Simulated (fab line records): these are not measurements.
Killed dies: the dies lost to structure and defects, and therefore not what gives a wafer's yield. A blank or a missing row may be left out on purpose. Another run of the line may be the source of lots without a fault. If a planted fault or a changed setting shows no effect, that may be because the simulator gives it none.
Which tool is to blame? || flow sky130 || 18 wafers sampled from 6 lots at 1 step of a route of 708

## WHAT THE GAUGES READ, wafer by wafer
SKY_CONTACT_CD_MEAS_14: target cd 170 nm.
{"lot": "L131", "measured": "day 32 01:06", "on": "cd_sem-02", "cd_nm (nm)": "170.0 170.3 169.1"}
{"lot": "L133", "measured": "day 32 22:25", "on": "cd_sem-02", "cd_nm (nm)": "168.9 170.6 169.5"}
{"lot": "L136", "measured": "day 33 18:37", "on": "cd_sem-02", "cd_nm (nm)": "167.4 166.8 167.3"}
{"lot": "L143", "measured": "day 35 23:50", "on": "cd_sem-01", "cd_nm (nm)": "170.7 168.7 168.7"}
{"lot": "L148", "measured": "day 37 19:02", "on": "cd_sem-01", "cd_nm (nm)": "168.5 168.7 169.4"}
{"lot": "L152", "measured": "day 39 02:52", "on": "cd_sem-01", "cd_nm (nm)": "170.3 171.3 170.6"}

## TOOL THAT RAN EACH LOT (tool first, then ch and the chambers of the sampled wafers, then the start)
Before these readings, the record contains no process step.

## THE ANSWER, worked out from the rows above alone
Rule: the lots themselves supply what counts as usual. The widest of any qualifying gaps counts: lots, ordered by their means at a reading, are off when they make up no more than a third of the lots, leave a main group of 4 or more, and stand apart from it by 3 or more times the standard deviation of that group's means. If all means in a main group match to the digits the tables above print for the reading, that group is not used. A lot without any number at a reading at which 4 lots or more have one is off too. Any other lot the step has rows for is counted as sound.
No lot is off at any reading shown: from this, nothing can be told.

## WHAT THE SIMULATOR HAD PUT IN
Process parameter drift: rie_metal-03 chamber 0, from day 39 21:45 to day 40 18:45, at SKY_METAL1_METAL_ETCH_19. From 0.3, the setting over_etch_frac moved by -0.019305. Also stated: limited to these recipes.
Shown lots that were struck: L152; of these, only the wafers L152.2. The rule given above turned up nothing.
